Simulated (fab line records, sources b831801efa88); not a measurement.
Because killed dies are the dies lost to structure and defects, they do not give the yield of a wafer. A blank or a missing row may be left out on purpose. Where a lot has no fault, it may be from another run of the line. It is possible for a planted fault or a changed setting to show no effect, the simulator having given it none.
What tool caused it? ; flow sky130 ; 11 lots, 33 wafers sampled, at 3 steps of a route of 708

## WHAT EACH GAUGE READ, for each wafer
SKY_PWDE_OVL_MEAS_07.
lot;measured;on;PWDE_OVL (nm)
L831;day 4 09:46;overlay-02;0.7 1.9 3.1
L832;day 4 09:04;overlay-02;1.4 1.0 0.3
L833;day 4 14:28;overlay-01;-1.2 -0.2 -0.5
L834;day 4 14:07;overlay-02;-3.0 -1.6 -2.5
L836;day 4 23:28;overlay-01;-1.6 -1.6 0.1
L846;day 8 00:52;overlay-02;-0.1 -0.4 -1.8
L851;day 8 15:04;overlay-01;0.2 0.2 -0.3
L852;day 9 03:18;overlay-02;0.2 -0.5 -2.0
L854;day 9 13:00;overlay-01;2.3 1.6 3.2

## WHICH TOOL RAN EACH LOT (tool, then ch and the chambers of the sampled wafers, then the start)
lot;SKY_FIELD_ISO_ETCH_15;SKY_FIELD_ISO_STRIP_16
L831;rie diel-03 ch 0,2,3, day 2 09:32;plasma asher-02 ch 0,1, day 2 09:37
L832;rie diel-01 ch 0,2,3, day 2 10:13;plasma asher-03 ch 0,1, day 2 10:16
L833;rie diel-01 ch 0,1,3, day 2 22:26;plasma asher-02 ch 0,1, day 2 22:29
L834;rie diel-04 ch 0,1, day 2 22:37;plasma asher-03 ch 0,1, day 2 22:40
L836;rie diel-01 ch 0,1,3, day 3 06:10;plasma asher-03 ch 0,1, day 3 06:17
L843;rie diel-01 ch 0,2, day 4 18:37;plasma asher-03 ch 0,1, day 4 18:40
L844;rie diel-01 ch 0,1,2, day 5 03:16;plasma asher-02 ch 0,1, day 5 03:20
L846;rie diel-03 ch 0,1,3, day 5 12:46;plasma asher-03 ch 0,1, day 5 12:50
L851;rie diel-04 ch 0,3, day 6 14:35;plasma asher-03 ch 0,1, day 6 14:38
L852;rie diel-03 ch 1,3, day 7 03:22;plasma asher-02 ch 0,1, day 7 03:28
L854;rie diel-03 ch 1,3, day 7 08:40;plasma asher-03 ch 0,1, day 7 08:43
- SKY_FIELD_ISO_ETCH_15: etches the open film in CHF3/O2, stops on Si, target depth 180 nm, time 72 s.
- SKY_FIELD_ISO_STRIP_16: strips in O2/N2.

## WHAT THE TOOLS THEMSELVES READ (means of the sampled wafers that have a number; where no wafer has one, the mark that the record gives instead)
SKY_FIELD_ISO_ETCH_15.
lot;tool;drypump motor current A (A);oes product au (a.u.);run length s (s);throttle valve pct (%)
L831;rie diel-03;5.5;0.935;100.5;8.838
L832;rie diel-01;5.4;0.940;100.3;8.838
L833;rie diel-01;5.6;0.944;100.4;8.838
L834;rie diel-04;5.3;0.946;100.4;8.840
L836;rie diel-01;5.6;0.948;100.4;8.846
L843;rie diel-01;5.1;0.993;84.9;8.858
L844;rie diel-01;5.2;1.005;85.2;8.869
L846;rie diel-03;5.3;0.951;100.3;8.846
L851;rie diel-04;5.6;0.947;100.5;8.841
L852;rie diel-03;5.0;0.951;100.6;8.846
L854;rie diel-03;5.4;0.951;100.9;8.841

SKY_FIELD_ISO_STRIP_16.
lot;tool;drypump motor current A (A);oes product au (a.u.);strip time to endpoint s (s)
L831;plasma asher-02;5.8;0.382;3.59
L832;plasma asher-03;5.3;0.376;3.54
L833;plasma asher-02;5.8;0.377;3.54
L834;plasma asher-03;5.6;0.380;3.59
L836;plasma asher-03;5.7;0.377;3.58
L843;plasma asher-03;5.7;0.395;3.94
L844;plasma asher-02;5.6;0.397;3.87
L846;plasma asher-03;5.3;0.381;3.60
L851;plasma asher-03;5.3;0.370;3.54
L852;plasma asher-02;5.6;0.376;3.60
L854;plasma asher-03;5.7;0.379;3.59

## THE ANSWER, worked out from the rows above alone
Rule: the usual values come from the lots themselves. The widest of any qualifying gaps counts: lots, ordered by their means at a reading, are off when they make up no more than a third of the lots, leave a main group of 4 or more, and stand apart from it by 3 or more times the standard deviation of that group's means. Not used: any main group whose means are identical at the precision the tables above print for the reading. A lot without any number at a reading at which 4 lots or more have one is off too. All remaining lots with rows at the step are treated as sound. Order of review: gauges by route order, followed by the tools' own readings, for which a lot's mean as printed above is used. The first step at which some lot is off is used, and at that step the reading that is off furthest; a lot without a number counts as furthest.
Off, at SKY_FIELD_ISO_ETCH_15 on run length s: L843, L844. For the main group the mean is 100.5 s and the standard deviation 0.17.
A tool fits if, at that step or a process step before it, it ran every lot that is off, and no sound lot after the first of them. One fits: rie diel-01 at SKY_FIELD_ISO_ETCH_15. A fault onset in the window from L836 (day 3 06:10, its last sound lot) to L843 (day 4 18:37, its first lot off) fits.
The tool's own readings at SKY_FIELD_ISO_ETCH_15 bear it out: on the lots that are off they differ by more than 5 times the standard deviation of the sound lots' means. oes product au reads 0.999 a.u. there against 0.946 a.u. on the sound lots; run length s reads 85.1 s there against 100.5 s on the sound lots; throttle valve pct reads 8.864 % there against 8.842 % on the sound lots.

## WHAT HAD BEEN PUT IN BY THE SIMULATOR
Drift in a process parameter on rie diel-01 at SKY_FIELD_ISO_ETCH_15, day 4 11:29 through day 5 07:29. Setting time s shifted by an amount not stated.
Struck lots among those shown: L843, L844. The rule given above showed the same thing.
